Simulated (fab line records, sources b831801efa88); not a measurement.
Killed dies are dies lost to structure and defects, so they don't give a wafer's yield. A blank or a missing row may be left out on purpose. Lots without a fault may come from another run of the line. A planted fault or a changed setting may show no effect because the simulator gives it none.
Which tool did it? | flow gf180mcu | 11 lots, 33 wafers sampled, at 6 steps of a route of 602

WHAT THE GAUGES READ, wafer by wafer
GF_HV_LDD_TW_MEAS_23. Usual: HV_LDD_2_TW 1051, standard deviation 9.7.
lot  | measured     | on            | HV_LDD_2_TW    | flag
L740 | day 11 13:55 | film_metro-01 | 1049 1047 1042 |
L742 | day 11 22:43 | film_metro-01 | 1051 1045 1043 |
L743 | day 12 06:54 | film_metro-02 | 1040 1045 1045 |
L744 | day 12 15:16 | film_metro-04 | 1053 1059 1060 |
L748 | day 13 22:34 | film_metro-02 | 1043 1044 1042 |
L750 | day 14 19:48 | film_metro-04 | 1057 1067 1061 |
L753 | day 15 12:38 | film_metro-04 | 1068 1064 1068 |
L755 | day 16 04:50 | film_metro-04 | 1066 1066 1062 |
L756 | day 16 11:53 | film_metro-01 | 1036 1043 1045 |
L759 | day 17 15:21 | film_metro-01 | 1044 1053 1039 |
L760 | day 17 17:13 | film_metro-04 | 1058 1058 1060 |

GF_HV_LDD_CD_MEAS_46: target cd 400 nm. Usual: cd_nm 401.4 nm, standard deviation 2.6.
lot  | measured     | on        | cd_nm (nm)        | flag
L740 | day 13 05:23 | cd_sem-02 | 400.2 400.3 399.1 |
L742 | day 13 14:35 | cd_sem-02 | 406.4 404.6 405.0 |
L743 | day 13 23:30 | cd_sem-02 | 397.0 396.7 398.0 |
L744 | day 14 08:08 | cd_sem-02 | 405.9 405.1 404.6 |
L748 | day 15 17:41 | cd_sem-02 | 402.2 400.3 402.1 |
L750 | day 16 15:22 | cd_sem-01 | 401.6 399.4 399.3 |
L753 | day 17 10:32 | cd_sem-02 | 397.7 397.1 397.5 |
L755 | day 18 02:09 | cd_sem-02 | - - -             | OFF
L756 | day 18 09:39 | cd_sem-01 | 403.8 405.1 405.1 |
L759 | day 19 15:19 | cd_sem-01 | 401.5 399.2 397.8 |
L760 | day 19 16:49 | cd_sem-01 | 402.9 402.6 399.1 |

GF_HV_LDD_TW_MEAS_50. Usual: HV_LDD_4_TW 566, standard deviation 5.2.
lot  | measured     | on            | HV_LDD_4_TW | flag
L740 | day 13 05:48 | film_metro-04 | 572 571 572 |
L742 | day 13 15:00 | film_metro-01 | 565 566 566 |
L743 | day 13 23:55 | film_metro-02 | 564 563 560 |
L744 | day 14 08:32 | film_metro-04 | 570 570 576 |
L748 | day 15 18:05 | film_metro-02 | 562 558 562 |
L750 | day 16 15:45 | film_metro-01 | 561 564 563 |
L753 | day 17 10:56 | film_metro-01 | 561 561 562 |
L755 | day 18 02:32 | film_metro-02 | 30 30 30    | OFF
L756 | day 18 10:03 | film_metro-01 | 562 557 559 |
L759 | day 19 15:42 | film_metro-04 | 572 576 576 |
L760 | day 19 17:13 | film_metro-02 | 563 563 565 |

WHICH TOOL RAN EACH LOT (tool, then ch and the chambers of the sampled wafers, then the start)
lot  | GF_VT_IMPLANT_STRIP_42               | GF_HV_LDD_STRIP_22                   | GF_HV_LDD_EXPOSE_43
L740 | plasma_asher-01 ch 0,1, day 8 07:38  | plasma_asher-03 ch 0,1, day 11 13:49 | iline_stepper-02 ch 0, day 12 19:29
L742 | plasma_asher-03 ch 0,1, day 8 15:05  | plasma_asher-03 ch 0,1, day 11 22:37 | iline_stepper-01 ch 0, day 13 04:14
L743 | plasma_asher-03 ch 0,1, day 8 22:37  | plasma_asher-02 ch 0,1, day 12 06:48 | iline_stepper-01 ch 0, day 13 13:51
L744 | plasma_asher-04 ch 0,1, day 9 05:43  | plasma_asher-04 ch 0,1, day 12 15:10 | iline_stepper-01 ch 0, day 13 21:38
L748 | plasma_asher-01 ch 1, day 10 09:14   | plasma_asher-04 ch 0,1, day 13 22:28 | iline_stepper-01 ch 0, day 15 07:52
L750 | plasma_asher-04 ch 0,1, day 11 00:16 | plasma_asher-02 ch 0,1, day 14 19:43 | iline_stepper-02 ch 0, day 16 04:37
L753 | plasma_asher-01 ch 0,1, day 11 18:23 | plasma_asher-02 ch 0,1, day 15 12:32 | iline_stepper-01 ch 0, day 16 23:02
L755 | plasma_asher-04 ch 0,1, day 12 09:19 | plasma_asher-03 ch 0,1, day 16 04:44 | iline_stepper-01 ch 0, day 17 15:05
L756 | plasma_asher-03 ch 0, day 12 13:40   | plasma_asher-04 ch 0,1, day 16 11:47 | iline_stepper-02 ch 0, day 17 22:02
L759 | plasma_asher-01 ch 0,1, day 13 12:31 | plasma_asher-02 ch 0,1, day 17 15:16 | iline_stepper-01 ch 0, day 19 03:39
L760 | plasma_asher-03 ch 0,1, day 13 16:41 | plasma_asher-02 ch 1, day 17 17:06   | iline_stepper-01 ch 0, day 19 05:04
- GF_VT_IMPLANT_STRIP_42: strips in O2/N2.
- GF_HV_LDD_STRIP_22: strips in O2/N2.
- GF_HV_LDD_EXPOSE_43: exposes mask Pplus HV AREA, target cd 400 nm.

WHAT THE TOOLS THEMSELVES READ (means of the sampled wafers that have a number; where no wafer has one, the mark that the record gives instead)
GF_VT_IMPLANT_STRIP_42. Usual: chamber_pressure_mTorr 1500.0 mTorr, standard deviation 1.3; drypump_motor_current_A 5.6 A, standard deviation 0.56; heater_power_w 359 W, standard deviation 42; o2_flow_sccm 3001 sccm, standard deviation 8.9; oes_product_au 0.716 a.u., standard deviation 0.0042; strip_time_to_endpoint_s 12.63 s, standard deviation 0.039.
lot  | tool            | chamber_pressure_mTorr (mTorr) | drypump_motor_current_A (A) | heater_power_w (W) | o2_flow_sccm (sccm) | oes_product_au (a.u.) | strip_time_to_endpoint_s (s) | flag
L740 | plasma_asher-01 | 1500.7                         | 6.0                         | 360                | 2994                | 0.714                 | 12.67                        |
L742 | plasma_asher-03 | 1500.0                         | 5.0                         | 389                | 3000                | 0.716                 | 12.64                        |
L743 | plasma_asher-03 | 1498.2                         | 5.0                         | 394                | 3008                | 0.719                 | 12.67                        |
L744 | plasma_asher-04 | 1500.8                         | 5.5                         | 325                | 2994                | 0.719                 | 12.63                        |
L748 | plasma_asher-01 | 1498.5                         | 5.7                         | 351                | 2998                | 0.719                 | 12.66                        |
L750 | plasma_asher-04 | 1501.0                         | 5.7                         | 328                | 2987                | 0.719                 | 12.63                        |
L753 | plasma_asher-01 | 1500.3                         | 6.2                         | 370                | 3008                | 0.718                 | 12.67                        |
L755 | plasma_asher-04 | 1499.7                         | 5.7                         | 326                | 3011                | 0.715                 | 12.66                        |
L756 | plasma_asher-03 | 1501.2                         | 4.7                         | 427                | 3002                | 0.719                 | 12.60                        |
L759 | plasma_asher-01 | 1500.9                         | 6.2                         | 369                | 3004                | 0.717                 | 12.63                        |
L760 | plasma_asher-03 | 1500.2                         | 5.4                         | 354                | 3001                | 0.719                 | 12.61                        |

GF_HV_LDD_STRIP_22. Usual: chamber_pressure_mTorr 1500.1 mTorr, standard deviation 1.4; drypump_motor_current_A 5.4 A, standard deviation 0.35; heater_power_w 355 W, standard deviation 35; o2_flow_sccm 3000 sccm, standard deviation 9.2; oes_product_au 0.715 a.u., standard deviation 0.0039; strip_time_to_endpoint_s 12.63 s, standard deviation 0.04.
lot  | tool            | chamber_pressure_mTorr (mTorr) | drypump_motor_current_A (A) | heater_power_w (W) | o2_flow_sccm (sccm) | oes_product_au (a.u.) | strip_time_to_endpoint_s (s) | flag
L740 | plasma_asher-03 | 1499.9                         | 5.0                         | 388                | 2996                | 0.714                 | 12.62                        |
L742 | plasma_asher-03 | 1501.0                         | 5.0                         | 393                | 3001                | 0.717                 | 12.64                        |
L743 | plasma_asher-02 | 1500.2                         | 5.4                         | 380                | 3002                | 0.720                 | 12.59                        |
L744 | plasma_asher-04 | 1500.7                         | 5.7                         | 330                | 3011                | 0.715                 | 12.63                        |
L748 | plasma_asher-04 | 1499.9                         | 5.6                         | 332                | 2995                | 0.718                 | 12.69                        |
L750 | plasma_asher-02 | 1500.4                         | 5.4                         | 375                | 2996                | 0.716                 | 12.60                        |
L753 | plasma_asher-02 | 1500.0                         | 5.4                         | 379                | 3008                | 0.715                 | 12.61                        |
L755 | plasma_asher-03 | 1498.1                         | 5.4                         | 351                | 3003                | 0.713                 | 12.71                        |
L756 | plasma_asher-04 | 1499.3                         | 5.5                         | 327                | 3003                | 0.714                 | 12.63                        |
L759 | plasma_asher-02 | 1501.5                         | 5.4                         | 381                | 3006                | 0.715                 | 12.65                        |
L760 | plasma_asher-02 | 1500.5                         | 5.6                         | 362                | 3013                | 0.714                 | 12.67                        |

GF_HV_LDD_EXPOSE_43. Usual: focus_offset_nm 0.0 nm, standard deviation 0.55.
lot  | tool             | focus_offset_nm (nm) | flag
L740 | iline_stepper-02 | -0.1                 |
L742 | iline_stepper-01 | 0.1                  |
L743 | iline_stepper-01 | -0.2                 |
L744 | iline_stepper-01 | 0.1                  |
L748 | iline_stepper-01 | -0.1                 |
L750 | iline_stepper-02 | 0.0                  |
L753 | iline_stepper-01 | -0.3                 |
L755 | iline_stepper-01 | 0.2                  |
L756 | iline_stepper-02 | -0.1                 |
L759 | iline_stepper-01 | -0.4                 |
L760 | iline_stepper-01 | -0.4                 |

THE ANSWER, worked out from the rows above alone
Rule: a lot is off if the mean of its wafers that have a number lies more than 3 standard deviations from the usual mean. A lot without any number at a reading at which 4 lots or more have one is off too. The other lots that the step has rows for count as sound. The gauges are gone through in route order, then the tools' own readings, and for those a lot's mean is taken as printed above. The first step at which some lot is off is used, and at that step the reading that is off furthest; a lot without a number counts as furthest.
Off: L755, at GF_HV_LDD_CD_MEAS_46 (cd_nm). Without a number there: L755.
A tool fits if, at a process step before that reading, it ran every lot that is off, and no sound lot after the first of them. The gauges at GF_HV_LDD_CD_MEAS_46 aren't tried: what is off there is off at GF_HV_LDD_TW_MEAS_50 too, on other tools, and a gauge's error can't cause that. Can't be told from this: 2 tools fit, plasma_asher-04 at GF_VT_IMPLANT_STRIP_42, plasma_asher-03 at GF_HV_LDD_STRIP_22.

WHAT THE SIMULATOR HAD PUT IN
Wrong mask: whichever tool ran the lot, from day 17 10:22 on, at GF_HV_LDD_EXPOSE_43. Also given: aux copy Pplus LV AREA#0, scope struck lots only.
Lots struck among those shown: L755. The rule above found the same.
